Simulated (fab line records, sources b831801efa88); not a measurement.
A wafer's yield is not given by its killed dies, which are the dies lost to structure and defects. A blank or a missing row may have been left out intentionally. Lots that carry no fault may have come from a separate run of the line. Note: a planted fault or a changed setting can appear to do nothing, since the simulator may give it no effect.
Struck lot and sound lot, side by side ; flow sky130 ; 15 steps out of a route of 708
Sound: these wafers, L276.1, L276.5, L276.6. Struck: wafer L280.4 (L280.1, L280.3, from the same lot, were not struck and are left out); the cause is given at the end.
Each step with rows lists, per side, the tool, then ch with its chambers, then its first start. Under that, the readings that differ: sound wafers ; struck wafers ; difference of the means ; sigmas: that difference in standard deviations of wafers without a fault.
alike: readings whose means differ by less than 2 such deviations, and words and numbers that are the same on both sides. not compared: withheld readings, readings that some wafer has no value for, bounds like >300 that may hide the same value, and numbers for which the record gives no deviation and whose values overlap.
The two part at a step that has a row with sigmas, a row that says differs or no value, or rows on one side only. When numbers do not overlap yet have no deviation, they are printed without sigmas and do not part them. Lack of a reading on every wafer of one side parts them only where that side has two or more wafers.

first, 8 steps without rows for these wafers: SKY_POLY_GATE_DEHYDRATE_05 (time 60 s); SKY_POLY_GATE_HMDS_06 (prime time 60 s); SKY_POLY_GATE_COAT_07 (resist thk 110 nm); SKY_POLY_GATE_COAT_08 (resist thk 450 nm); SKY_POLY_GATE_SOFTBAKE_09 (time 90 s); SKY_POLY_GATE_EXPOSE_10 (exposes mask P1M, target cd 150 nm); SKY_POLY_GATE_PEB_11; SKY_POLY_GATE_DEVELOP_12 (develop time 60 s).
SKY_POLY_GATE_CD_MEAS_13 targets a cd of 150 nm.
  struck on cd sem-01, day 21 15:20; sound on cd sem-01, day 20 13:28
  alike: cd nm
SKY_POLY_GATE_OVL_MEAS_14:
  struck on overlay-01, day 21 15:28; sound on overlay-01, day 20 13:35
  alike: POLY_GATE_OVL
SKY_POLY_GATE_ETCH_15: etches BARC in N2/H2, stops on SiO2, time 118.5 s, target depth 110 nm.
  sound on rie diel-03 ch 0,1,2, day 20 13:37; struck on rie diel-01 ch 2, day 21 15:30
  alike: drypump motor current A, oes product au, rf fwd power W, throttle valve pct
  not compared: rf hours counter h
SKY_POLY_GATE_ETCH_16: etches Si3N4 in CH3F/O2, stops on poly-Si, time 147.5 s, target depth 75 nm.
  sound on rie diel-03 ch 0,1,2, day 20 13:42; struck on rie diel-01 ch 2, day 21 15:35
  alike: drypump motor current A, oes product au, rf fwd power W, throttle valve pct
  not compared: rf hours counter h
SKY_POLY_GATE_ETCH_17: etches poly-Si in HBr/Cl2, stops on SiO2, target depth 180 nm, time 70.5 s.
  sound on rie si-02 ch 0,3, day 20 13:48; struck on rie si-02 ch 3, day 21 15:41
reading;sound;struck;difference;sigmas
oes product au (a.u.);0.982 0.985 0.975;0.691;-0.290;-35
model.POLY_GATE.feature depth nm (nm);175.8 177.9 176.4;104.1;-72.6;
model.etch.depth nm (nm);175.8 177.9 176.4;104.1;-72.6;
model.KrF-thick_of_POLY_GATE_COAT_08.thk nm (nm);143.1 138.7 138.8;179.1;+38.9;
  alike: drypump motor current A, rf fwd power W, throttle valve pct
  not compared: rf hours counter h
SKY_POLY_GATE_STRIP_18: strips in O2/N2.
  sound on plasma asher-04 ch 0,1, day 20 13:51; struck on plasma asher-02 ch 1, day 21 15:44
reading;sound;struck;difference;sigmas
oes product au (a.u.);0.368 0.363 0.352;0.373;+0.012;+3
strip time to endpoint s (s);3.20 3.14 3.16;3.60;+0.43;+11
  alike: drypump motor current A
  not compared: rf hours counter h
then, 1 step without rows for these wafers: SKY_POLY_GATE_CLEAN_19 (cleans in SC1/SC2, time 150 s).

WHERE THEY PART
First at SKY_POLY_GATE_ETCH_17; last, within this record, at SKY_POLY_GATE_STRIP_18.

WHY: the cause the simulator had injected
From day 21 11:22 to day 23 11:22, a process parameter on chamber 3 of rie si-02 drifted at SKY_POLY_GATE_ETCH_17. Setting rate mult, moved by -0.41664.
